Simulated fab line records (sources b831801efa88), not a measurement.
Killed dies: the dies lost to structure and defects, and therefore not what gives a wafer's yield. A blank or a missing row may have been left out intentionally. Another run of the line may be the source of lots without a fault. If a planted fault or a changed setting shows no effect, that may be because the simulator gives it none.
Which tool did it? | flow gf180mcu | 33 wafers from 11 lots sampled at 6 of the route's 602 steps

== WHAT THE GAUGES READ, wafer by wafer ==
GF_STI_THK_MEAS_24. Usual: STI_CVD_23_THK 651 nm, standard deviation 6.6.
lot  | measured    | on            | STI_CVD_23_THK (nm) | flag
L625 | day 2 04:44 | film-metro-03 | 649 647 644         |
L626 | day 2 08:41 | film-metro-01 | 651 652 661         |
L627 | day 2 15:05 | film-metro-01 | 641 643 658         |
L628 | day 2 19:03 | film-metro-03 | 648 640 644         |
L630 | day 3 05:15 | film-metro-03 | 646 650 642         |
L634 | day 4 03:31 | film-metro-02 | 652 651 652         |
L635 | day 4 07:14 | film-metro-02 | 648 656 652         |
L636 | day 4 12:26 | film-metro-01 | 654 650 644         |
L637 | day 4 17:00 | film-metro-03 | 646 647 655         |
L639 | day 5 04:10 | film-metro-03 | 648 640 544         | OFF
L641 | day 5 15:01 | film-metro-02 | 652 657 658         |

GF_DUAL_GATE_THK_MEAS_03. Usual: DUAL_GATE_OXIDATION_00_THK 10.87 nm, standard deviation 0.23.
lot  | measured     | on            | DUAL_GATE_OXIDATION_00_THK (nm) | flag
L625 | day 7 15:28  | film-metro-01 | 10.62 10.96 10.80               |
L626 | day 7 20:32  | film-metro-01 | 10.97 11.10 11.08               |
L627 | day 8 07:16  | film-metro-03 | 10.77 10.84 10.74               |
L628 | day 8 11:32  | film-metro-02 | 11.24 11.17 11.20               |
L630 | day 9 01:05  | film-metro-01 | 10.70 10.74 10.85               |
L634 | day 10 07:20 | film-metro-03 | 11.17 11.03 11.06               |
L635 | day 10 12:25 | film-metro-03 | 11.09 10.89 11.03               |
L636 | day 10 21:11 | film-metro-03 | 11.09 11.39 11.40               |
L637 | day 11 01:09 | film-metro-03 | 11.30 11.24 11.19               |
L639 | day 11 17:05 | film-metro-01 | 11.04 10.74 10.87               |
L641 | day 12 03:59 | film-metro-02 | 10.69 10.83 10.65               |

== WHICH TOOL RAN EACH LOT (tool, then ch and the chambers of the sampled wafers, then the start) ==
lot  | GF_STI_CVD_23                   | GF_STI_CMP_25                | GF_VT_IMPLANT_STRIP_09              | GF_VT_IMPLANT_STRIP_42
L625 | hdpcvd-02 ch 1,2, day 2 04:40   | cmp-02 ch 1,2, day 2 04:48   | plasma-asher-01 ch 0,1, day 5 14:57 | plasma-asher-01 ch 0,1, day 7 13:02
L626 | hdpcvd-01 ch 0,1,2, day 2 08:37 | cmp-02 ch 0,1, day 2 08:43   | plasma-asher-01 ch 0,1, day 5 20:55 | plasma-asher-03 ch 0,1, day 7 18:07
L627 | hdpcvd-02 ch 0,1, day 2 15:00   | cmp-01 ch 0,3, day 2 15:08   | plasma-asher-03 ch 1, day 6 05:32   | plasma-asher-03 ch 0,1, day 8 04:47
L628 | hdpcvd-02 ch 0,1,2, day 2 18:58 | cmp-02 ch 0,2,3, day 2 19:09 | plasma-asher-01 ch 0,1, day 6 09:36 | plasma-asher-02 ch 0,1, day 8 08:53
L630 | hdpcvd-02 ch 0,2, day 3 05:10   | cmp-02 ch 0,2,3, day 3 05:21 | plasma-asher-02 ch 0,1, day 6 22:02 | plasma-asher-01 ch 0,1, day 8 22:36
L634 | hdpcvd-02 ch 0,1,2, day 4 03:26 | cmp-02 ch 0,1,2, day 4 03:37 | plasma-asher-02 ch 0,1, day 8 00:29 | plasma-asher-03 ch 0,1, day 10 04:11
L635 | hdpcvd-02 ch 0,1,2, day 4 07:10 | cmp-02 ch 0,2, day 4 07:18   | plasma-asher-01 ch 0, day 8 05:44   | plasma-asher-01 ch 0,1, day 10 09:41
L636 | hdpcvd-02 ch 0,1,2, day 4 12:22 | cmp-02 ch 2,3, day 4 12:29   | plasma-asher-02 ch 0,1, day 8 12:27 | plasma-asher-03 ch 0,1, day 10 17:48
L637 | hdpcvd-02 ch 0,1,2, day 4 16:55 | cmp-02 ch 0,2,3, day 4 17:03 | plasma-asher-01 ch 0,1, day 8 16:45 | plasma-asher-03 ch 0,1, day 10 22:41
L639 | hdpcvd-02 ch 0,1, day 5 04:06   | cmp-02 ch 0,1,2, day 5 04:14 | plasma-asher-02 ch 0, day 9 07:56   | plasma-asher-01 ch 0,1, day 11 14:15
L641 | hdpcvd-01 ch 1,2, day 5 14:56   | cmp-01 ch 0,3, day 5 15:04   | plasma-asher-02 ch 0, day 9 17:44   | plasma-asher-03 ch 0, day 12 00:20
- GF_STI_CVD_23: deposits SiO2, target thk 650 nm, time 108.3 s.
- GF_STI_CMP_25: polishes, stops on Si3N4, t overpolish 33 s, target thk 524.6 nm.
- GF_VT_IMPLANT_STRIP_09: strips in O2/N2.
- GF_VT_IMPLANT_STRIP_42: strips in O2/N2.

== AS READ BY THE TOOLS THEMSELVES (means over the sampled wafers that have a number; for cases with no such wafer, the mark the record gives instead) ==
GF_STI_CVD_23. Usual: pressure-mtorr 6.001 mTorr, standard deviation 0.011; susceptor-temp-C 600.04 C, standard deviation 0.27.
lot  | tool      | pressure-mtorr (mTorr) | susceptor-temp-C (C) | flag
L625 | hdpcvd-02 | 6.008                  | 600.30               |
L626 | hdpcvd-01 | 6.001                  | 599.99               |
L627 | hdpcvd-02 | 6.005                  | 600.02               |
L628 | hdpcvd-02 | 6.001                  | 599.93               |
L630 | hdpcvd-02 | 6.004                  | 600.06               |
L634 | hdpcvd-02 | 5.991                  | 600.09               |
L635 | hdpcvd-02 | 6.008                  | 600.13               |
L636 | hdpcvd-02 | 5.995                  | 599.84               |
L637 | hdpcvd-02 | 5.992                  | 600.01               |
L639 | hdpcvd-02 | 5.994                  | 600.09               |
L641 | hdpcvd-01 | 5.999                  | 600.03               |

GF_STI_CMP_25. Usual: motor-current-A 11.0 A, standard deviation 0.67; time-to-endpoint-s 122 s, standard deviation 3.4.
lot  | tool   | motor-current-A (A) | time-to-endpoint-s (s) | flag
L625 | cmp-02 | 11.2                | 123                    |
L626 | cmp-02 | 10.5                | 124                    |
L627 | cmp-01 | 10.3                | 125                    |
L628 | cmp-02 | 11.0                | 120                    |
L630 | cmp-02 | 10.7                | 121                    |
L634 | cmp-02 | 11.4                | 125                    |
L635 | cmp-02 | 11.4                | 126                    |
L636 | cmp-02 | 10.8                | 120                    |
L637 | cmp-02 | 10.5                | 118                    |
L639 | cmp-02 | 11.3                | 116                    |
L641 | cmp-01 | 10.6                | 120                    |

GF_VT_IMPLANT_STRIP_09. Usual: drypump-motor-current-A 5.5 A, standard deviation 0.33; heater-power-w 344 W, standard deviation 21; oes-product-au 0.716 a.u., standard deviation 0.0042; strip-time-to-endpoint-s 12.63 s, standard deviation 0.041.
lot  | tool            | drypump-motor-current-A (A) | heater-power-w (W) | oes-product-au (a.u.) | strip-time-to-endpoint-s (s) | flag
L625 | plasma-asher-01 | 5.4                         | 357                | 0.714                 | 12.67                        |
L626 | plasma-asher-01 | 5.4                         | 357                | 0.714                 | 12.59                        |
L627 | plasma-asher-03 | 4.8                         | 354                | 0.716                 | 12.58                        |
L628 | plasma-asher-01 | 5.5                         | 340                | 0.715                 | 12.63                        |
L630 | plasma-asher-02 | 5.6                         | 341                | 0.715                 | 12.65                        |
L634 | plasma-asher-02 | 5.4                         | 349                | 0.717                 | 12.58                        |
L635 | plasma-asher-01 | 5.6                         | 318                | 0.719                 | 12.69                        |
L636 | plasma-asher-02 | 5.5                         | 343                | 0.718                 | 12.63                        |
L637 | plasma-asher-01 | 5.4                         | 353                | 0.715                 | 12.69                        |
L639 | plasma-asher-02 | 5.5                         | 343                | 0.714                 | 12.65                        |
L641 | plasma-asher-02 | 5.5                         | 340                | 0.715                 | 12.62                        |

GF_VT_IMPLANT_STRIP_42. Usual: drypump-motor-current-A 5.6 A, standard deviation 0.62; heater-power-w 341 W, standard deviation 21; oes-product-au 0.715 a.u., standard deviation 0.0048; strip-time-to-endpoint-s 12.64 s, standard deviation 0.036.
lot  | tool            | drypump-motor-current-A (A) | heater-power-w (W) | oes-product-au (a.u.) | strip-time-to-endpoint-s (s) | flag
L625 | plasma-asher-01 | 5.5                         | 337                | 0.715                 | 12.55                        |
L626 | plasma-asher-03 | 5.4                         | 337                | 0.712                 | 12.62                        |
L627 | plasma-asher-03 | 5.9                         | 332                | 0.721                 | 12.67                        |
L628 | plasma-asher-02 | 5.4                         | 347                | 0.716                 | 12.61                        |
L630 | plasma-asher-01 | 5.4                         | 355                | 0.715                 | 12.65                        |
L634 | plasma-asher-03 | 5.9                         | 328                | 0.720                 | 12.69                        |
L635 | plasma-asher-01 | 5.5                         | 338                | 0.722                 | 12.69                        |
L636 | plasma-asher-03 | 6.0                         | 332                | 0.715                 | 12.63                        |
L637 | plasma-asher-03 | 6.0                         | 333                | 0.714                 | 12.63                        |
L639 | plasma-asher-01 | 5.5                         | 338                | 0.713                 | 12.63                        |
L641 | plasma-asher-03 | 6.5                         | 317                | 0.718                 | 12.63                        |

== THE ANSWER, worked out from the rows above alone ==
Rule: a lot is off if the mean of its wafers that have a number lies more than 3 standard deviations from the usual mean. Also off: a lot with no number at a reading for which 4 or more lots have one. Any other lot the step has rows for is counted as sound. The gauges are gone through in route order, then the tools' own readings, and for those a lot's mean is taken as printed above. At the first step where some lot is off, the reading lying furthest off is the one used; lots without a number count as furthest.
Off: at GF_STI_THK_MEAS_24 (STI_CVD_23_THK), L639.
A tool fits if, at a process step before that reading, it ran every lot that is off, and no sound lot after the first of them. Gauges at GF_STI_THK_MEAS_24: tried the same way as those tools. Undecided on this evidence; 2 tools fit (hdpcvd-02 at GF_STI_CVD_23, film-metro-03 at GF_STI_THK_MEAS_24).

== WHAT THE SIMULATOR PUT IN ==
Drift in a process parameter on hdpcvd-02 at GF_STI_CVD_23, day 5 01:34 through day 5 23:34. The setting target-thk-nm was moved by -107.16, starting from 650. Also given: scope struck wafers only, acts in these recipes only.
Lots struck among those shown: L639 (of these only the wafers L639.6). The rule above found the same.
